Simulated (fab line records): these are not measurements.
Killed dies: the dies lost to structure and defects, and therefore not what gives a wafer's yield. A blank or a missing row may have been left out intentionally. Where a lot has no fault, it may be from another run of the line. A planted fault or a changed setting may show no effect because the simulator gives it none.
Problem report in the 8D (eight disciplines) form, filled by code ; flow sfq_line ; the parts of the form that need people (team, actions taken, sign-off) are left out

## 1. WHAT WENT WRONG
At SFQ_TRILAYER_I7_METRO_MEASURE_185, thk_nm averages 220.4 nm over 3 wafers from 3 lots, while fault-free wafers read 200.0 nm, standard deviation 0.89. Measured from the usual mean, that is +23 standard deviations.
First seen on wafer L195.3, day 69 04:11, on film_metro-04. At this step, 43 wafers from 15 lots have a number in the record. The rule behind "out" and "out of limits": a value lying over 4 standard deviations away from the usual mean. The rest of the wafers with a number are treated as sound.

## 2. WHAT IT IS, WHAT IT ISN'T
question;is;is not
which readings at this step;thk_nm;-
which lots;L195, L196, L199;L185, L186, L187, L188, L190, L193, L194, L197, L204, L205, L207, L208
which wafers of those lots;L195.3, L196.3, L199.2;L195.1, L195.4, L196.1, L199.1
read on which tools;film_metro-02, film_metro-04;film_metro-03
when;from day 69 04:11;"up to then (26 sound wafers); but 14 sound wafers of L196, L199, L204, L205, L207, L208 came after"

## 3. THE SUSPECTS, EACH WITH WHAT RULES IT OUT
Counting: a tool at a process step up to the reading stays a suspect if it ran every lot that is out. Sound lots after the first of them don't rule it out here, since some wafers of a struck lot are sound.
- cmp-01 at SFQ_TRILAYER_I7_CMP_CMP_184 (polishes SiO2): kept. It ran every lot that is out, first L195 (day 68 18:49); its last sound lot up to then is L194 (day 68 16:49).
Remaining after the count: cmp-01 at SFQ_TRILAYER_I7_CMP_CMP_184.

## 4. THE CAUSE (what the simulator had put in)
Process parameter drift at SFQ_TRILAYER_I7_CMP_CMP_184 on cmp-01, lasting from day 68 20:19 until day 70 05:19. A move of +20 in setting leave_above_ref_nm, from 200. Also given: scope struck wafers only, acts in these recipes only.
Counting left only this tool.

## 5. SEQUENCE OF EFFECTS, ordered by route
Each row: a reading whose mean over the struck wafers that have a number lies more than 3 standard deviations from the usual. Only readings for which the record gives a usual standard deviation are gone through. hours: the time from each lot's start at the first step in this table that gives one to its start at this step, as a median over the lots. sigmas: the change in usual standard deviations.
hours;step;reading;usual;on struck wafers;change;sigmas
0;SFQ_TRILAYER_I7_METRO_MEASURE_185;thk_nm;200.0 nm;220.4;+20.4;+23
67;SFQ_TRILAYER_I7_VIA_ETCH_VIA_ETCH_190;oes_product_au;0.854 a.u.;0.898;+0.044;+8.7
It contains these process steps:
- SFQ_TRILAYER_I7_METRO_MEASURE_185
- SFQ_TRILAYER_I7_VIA_ETCH_VIA_ETCH_190: etches SiO2 in CHF3, stops on Nb, target depth 260 nm.

## 6. WHAT WOULD HAVE CAUGHT IT SOONER
8 hours passed between the start of the fault at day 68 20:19 and the first reading out of limits in this record, taken at day 69 04:11.
Of the tool readings at SFQ_TRILAYER_I7_CMP_CMP_184 for which the record gives a usual standard deviation, none was out on any struck wafer, so an alarm limit of 4 standard deviations on them would not have fired.
Lots out: 3; of these, L199 started SFQ_TRILAYER_I7_CMP_CMP_184 on cmp-01 after day 69 04:11. Putting the tool on hold at that point would have spared it.
